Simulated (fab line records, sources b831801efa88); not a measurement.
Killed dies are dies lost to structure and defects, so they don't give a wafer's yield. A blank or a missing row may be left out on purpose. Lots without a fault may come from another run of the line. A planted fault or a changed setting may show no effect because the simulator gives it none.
Which tool did it? | flow gf180mcu | 6 lots, 18 wafers sampled, at 5 steps of a route of 602

WHAT THE GAUGES READ, wafer by wafer
GF_MIM_THK_MEAS_11: measures by xrf.
lot  | measured     | on            | MIM_ALCU_THK (nm)
L248 | day 24 15:03 | film_metro-02 | 201.2 203.9 202.4
L251 | day 25 12:20 | film_metro-01 | 206.3 205.5 207.3
L254 | day 26 16:10 | film_metro-02 | 206.3 206.9 203.2
L265 | day 30 04:43 | film_metro-02 | 204.0 204.6 203.9
L268 | day 30 19:31 | film_metro-03 | 201.5 200.1 202.1
L270 | day 31 06:39 | film_metro-02 | 206.0 202.8 204.3

WHICH TOOL RAN EACH LOT (tool, then ch and the chambers of the sampled wafers, then the start)
lot  | GF_V3_ETCH_16                      | GF_V4_CMP_04                  | GF_MIM_SPUTTER_01            | GF_MIM_SPUTTER_08
L248 | rie_diel-03 ch 0,2,3, day 22 12:43 | cmp-02 ch 1,2,3, day 23 14:09 | pvd_sputter-04, day 24 14:36 | pvd_sputter-02, day 24 14:53
L251 | rie_diel-01 ch 0,1,2, day 23 11:55 | cmp-01 ch 0,1,2, day 24 12:50 | pvd_sputter-01, day 25 11:54 | pvd_sputter-04, day 25 12:10
L254 | rie_diel-02 ch 0,1,2, day 24 16:09 | cmp-02 ch 0,3, day 25 16:48   | pvd_sputter-01, day 26 15:43 | pvd_sputter-04, day 26 15:58
L265 | rie_diel-01 ch 0,1,2, day 28 09:52 | cmp-02 ch 0,2,3, day 29 07:46 | pvd_sputter-04, day 30 04:17 | pvd_sputter-04, day 30 04:33
L268 | rie_diel-03 ch 1,2, day 29 01:46   | cmp-02 ch 0,2,3, day 29 23:23 | pvd_sputter-04, day 30 19:05 | pvd_sputter-04, day 30 19:20
L270 | rie_diel-01 ch 1,3, day 29 13:13   | cmp-02 ch 0,2, day 30 10:31   | pvd_sputter-02, day 31 06:12 | pvd_sputter-01, day 31 06:28
- GF_V3_ETCH_16: etches BARC in N2/H2.
- GF_V4_CMP_04: polishes SiO2.
- GF_MIM_SPUTTER_01: material TiN, target thk 30 nm, time 25 s.
- GF_MIM_SPUTTER_08: material AlCu, target thk 200 nm, time 10.6 s.

THE ANSWER, worked out from the rows above alone
Rule: what is usual is taken from the lots themselves. Put in order of their means at a reading, lots are off if they are a third of the lots or fewer, leave a main group of 4 or more, and stand apart from it by a gap of 3 or more times the standard deviation of the main group's means; of several such gaps the widest counts. A main group whose means are all the same, to the digits that the tables above print for the reading, isn't used. A lot without any number at a reading at which 4 lots or more have one is off too. The other lots that the step has rows for count as sound.
No lot is off at any reading shown: from this, nothing can be told.

WHAT THE SIMULATOR HAD PUT IN
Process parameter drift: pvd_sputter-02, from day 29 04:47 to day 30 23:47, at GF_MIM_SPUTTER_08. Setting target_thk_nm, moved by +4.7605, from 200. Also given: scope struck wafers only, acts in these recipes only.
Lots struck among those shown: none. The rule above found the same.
